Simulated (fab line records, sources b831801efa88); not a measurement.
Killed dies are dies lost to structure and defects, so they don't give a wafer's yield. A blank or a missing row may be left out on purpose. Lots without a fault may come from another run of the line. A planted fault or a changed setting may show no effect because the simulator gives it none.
Which tool did it? | flow gf180mcu | 11 lots, 33 wafers sampled, at 5 steps of a route of 602

WHAT THE GAUGES READ, wafer by wafer
GF_POLY_GATE_OVL_MEAS_11.
lot  | measured     | on         | POLY_GATE_OVL (nm)
L718 | day 9 06:35  | overlay-02 | -7 -7 -3
L719 | day 9 12:15  | overlay-02 | 2 -13 -7
L720 | day 9 18:37  | overlay-02 | -6 -11 -9
L725 | day 11 06:36 | overlay-01 | -7 -3 -4
L728 | day 12 06:58 | overlay-01 | -1 -4 5
L729 | day 12 09:41 | overlay-01 | -2 -10 -2
L735 | day 14 06:55 | overlay-01 | -6 -6 -4
L736 | day 14 18:10 | overlay-02 | -3 1 4
L737 | day 15 00:58 | overlay-01 | -12 -5 -5
L740 | day 15 22:46 | overlay-02 | -13 -1 -4
L741 | day 16 00:21 | overlay-01 | -2 -6 -4

GF_PSD_RS_MEAS_14: measures by four-point-probe.
lot  | measured     | on            | NSD_RS (ohm/sq)
L718 | day 14 05:29 | film_metro-03 | 46.11 46.11 46.19
L719 | day 14 10:47 | film_metro-04 | 46.07 46.10 46.13
L720 | day 14 22:14 | film_metro-03 | 46.10 46.19 46.16
L725 | day 16 16:40 | film_metro-04 | 46.20 46.17 46.18
L728 | day 17 18:57 | film_metro-02 | 44.71 44.62 44.69
L729 | day 18 00:37 | film_metro-04 | 44.87 44.84 44.87
L735 | day 20 08:10 | film_metro-02 | 45.96 46.05 46.04
L736 | day 20 19:41 | film_metro-03 | 46.01 46.09 46.06
L737 | day 21 06:46 | film_metro-03 | 46.03 46.08 46.14
L740 | day 22 03:28 | film_metro-04 | 46.14 46.05 46.14
L741 | day 22 04:47 | film_metro-03 | 46.22 46.14 46.19

WHICH TOOL RAN EACH LOT (tool, then ch and the chambers of the sampled wafers, then the start)
lot  | GF_LVPWELL_STRIP_10                 | GF_NSD_IMPLANT_09               | GF_NSD_STRIP_11
L718 | plasma_asher-02 ch 1, day 3 22:38   | implanter-04 ch 0, day 13 08:58 | plasma_asher-04 ch 0,1, day 13 09:16
L719 | plasma_asher-03 ch 0,1, day 4 03:44 | implanter-04 ch 0, day 13 14:37 | plasma_asher-01 ch 0,1, day 13 14:55
L720 | plasma_asher-03 ch 0,1, day 4 08:13 | implanter-02 ch 0, day 14 00:59 | plasma_asher-04 ch 0,1, day 14 01:17
L725 | plasma_asher-03 ch 0,1, day 5 12:53 | implanter-04 ch 0, day 15 17:04 | plasma_asher-03 ch 0,1, day 15 17:22
L728 | plasma_asher-03 ch 0,1, day 6 06:38 | implanter-04 ch 0, day 16 19:27 | plasma_asher-04 ch 0,1, day 16 19:44
L729 | plasma_asher-03 ch 0,1, day 6 10:17 | implanter-04 ch 0, day 17 00:22 | plasma_asher-04 ch 0,1, day 17 00:39
L735 | plasma_asher-01 ch 0,1, day 7 20:04 | implanter-01 ch 0, day 19 07:26 | plasma_asher-03 ch 0,1, day 19 07:44
L736 | plasma_asher-01 ch 0,1, day 8 02:32 | implanter-04 ch 0, day 19 18:28 | plasma_asher-03 ch 0,1, day 19 18:44
L737 | plasma_asher-02 ch 0,1, day 8 07:25 | implanter-04 ch 0, day 20 05:53 | plasma_asher-04 ch 0,1, day 20 06:10
L740 | plasma_asher-03 ch 0,1, day 9 01:04 | implanter-04 ch 0, day 21 03:28 | plasma_asher-04 ch 0, day 21 03:44
L741 | plasma_asher-03 ch 0,1, day 9 05:52 | implanter-04 ch 0, day 21 04:44 | plasma_asher-03 ch 1, day 21 05:02
- GF_LVPWELL_STRIP_10: strips in O2/N2.
- GF_NSD_IMPLANT_09
- GF_NSD_STRIP_11: strips in O2/N2.

WHAT THE TOOLS THEMSELVES READ (means of the sampled wafers that have a number; where no wafer has one, the mark that the record gives instead)
GF_LVPWELL_STRIP_10.
lot  | tool            | drypump_motor_current_A (A) | heater_power_w (W) | o2_flow_sccm (sccm) | oes_product_au (a.u.) | strip_time_to_endpoint_s (s)
L718 | plasma_asher-02 | 5.9                         | 322                | 3009                | 0.720                 | 36.84
L719 | plasma_asher-03 | 6.3                         | 341                | 2999                | 0.724                 | 36.95
L720 | plasma_asher-03 | 6.2                         | 342                | 3005                | 0.722                 | 36.83
L725 | plasma_asher-03 | 6.3                         | 341                | 3003                | 0.723                 | 37.04
L728 | plasma_asher-03 | 5.9                         | 326                | 2990                | 0.717                 | 37.01
L729 | plasma_asher-03 | 5.9                         | 328                | 2997                | 0.724                 | 36.98
L735 | plasma_asher-01 | 5.6                         | 331                | 2992                | 0.724                 | 36.90
L736 | plasma_asher-01 | 5.6                         | 332                | 3001                | 0.714                 | 36.87
L737 | plasma_asher-02 | 5.9                         | 331                | 3006                | 0.719                 | 37.15
L740 | plasma_asher-03 | 5.9                         | 330                | 2995                | 0.728                 | 37.08
L741 | plasma_asher-03 | 5.9                         | 327                | 3005                | 0.717                 | 37.01

GF_NSD_IMPLANT_09.
lot  | tool         | beam_energy_keV | dose_ions_cm2 | tilt_deg (degrees)
L718 | implanter-04 | 59.998          | 3.996e+15     | 6.959
L719 | implanter-04 | 60.000          | 3.989e+15     | 7.022
L720 | implanter-02 | 59.989          | 3.996e+15     | 6.995
L725 | implanter-04 | 60.000          | 4.001e+15     | 6.991
L728 | implanter-04 | 64.728          | 4.000e+15     | 6.997
L729 | implanter-04 | 64.699          | 4.000e+15     | 7.002
L735 | implanter-01 | 59.985          | 3.996e+15     | 6.992
L736 | implanter-04 | 59.994          | 3.998e+15     | 6.986
L737 | implanter-04 | 60.004          | 3.995e+15     | 6.985
L740 | implanter-04 | 59.996          | 3.996e+15     | 7.006
L741 | implanter-04 | 60.007          | 4.001e+15     | 7.010

GF_NSD_STRIP_11.
lot  | tool            | drypump_motor_current_A (A) | heater_power_w (W) | o2_flow_sccm (sccm) | oes_product_au (a.u.) | strip_time_to_endpoint_s (s)
L718 | plasma_asher-04 | 5.3                         | 298                | 3000                | 0.486                 | 23.04
L719 | plasma_asher-01 | 5.5                         | 325                | 2996                | 0.484                 | 23.01
L720 | plasma_asher-04 | 5.2                         | 293                | 2994                | 0.487                 | 23.05
L725 | plasma_asher-03 | 5.9                         | 331                | 2997                | 0.486                 | 22.92
L728 | plasma_asher-04 | 5.2                         | 291                | 2997                | 0.477                 | 23.61
L729 | plasma_asher-04 | 5.2                         | 295                | 3012                | 0.481                 | 23.59
L735 | plasma_asher-03 | 5.9                         | 326                | 2999                | 0.484                 | 23.00
L736 | plasma_asher-03 | 5.9                         | 320                | 3003                | 0.488                 | 22.97
L737 | plasma_asher-04 | 5.2                         | 292                | 3005                | 0.486                 | 22.94
L740 | plasma_asher-04 | 5.4                         | 307                | 3000                | 0.486                 | 22.93
L741 | plasma_asher-03 | 6.7                         | 358                | 3016                | 0.484                 | 22.98

THE ANSWER, worked out from the rows above alone
Rule: what is usual is taken from the lots themselves. Put in order of their means at a reading, lots are off if they are a third of the lots or fewer, leave a main group of 4 or more, and stand apart from it by a gap of 3 or more times the standard deviation of the main group's means; of several such gaps the widest counts. A main group whose means are all the same, to the digits that the tables above print for the reading, isn't used. A lot without any number at a reading at which 4 lots or more have one is off too. The other lots that the step has rows for count as sound. The gauges are gone through in route order, then the tools' own readings, and for those a lot's mean is taken as printed above. The first step at which some lot is off is used, and at that step the reading that is off furthest; a lot without a number counts as furthest.
Off: L728, L729, at GF_PSD_RS_MEAS_14 (NSD_RS). The main group: mean 46.11 ohm/sq, standard deviation 0.053.
A tool fits if, at a process step before that reading, it ran every lot that is off, and no sound lot after the first of them. The gauges at GF_PSD_RS_MEAS_14 aren't tried: what is off there is off at GF_NSD_IMPLANT_09 too, on other tools, and a gauge's error can't cause that. None of those tried fits.

WHAT THE SIMULATOR HAD PUT IN
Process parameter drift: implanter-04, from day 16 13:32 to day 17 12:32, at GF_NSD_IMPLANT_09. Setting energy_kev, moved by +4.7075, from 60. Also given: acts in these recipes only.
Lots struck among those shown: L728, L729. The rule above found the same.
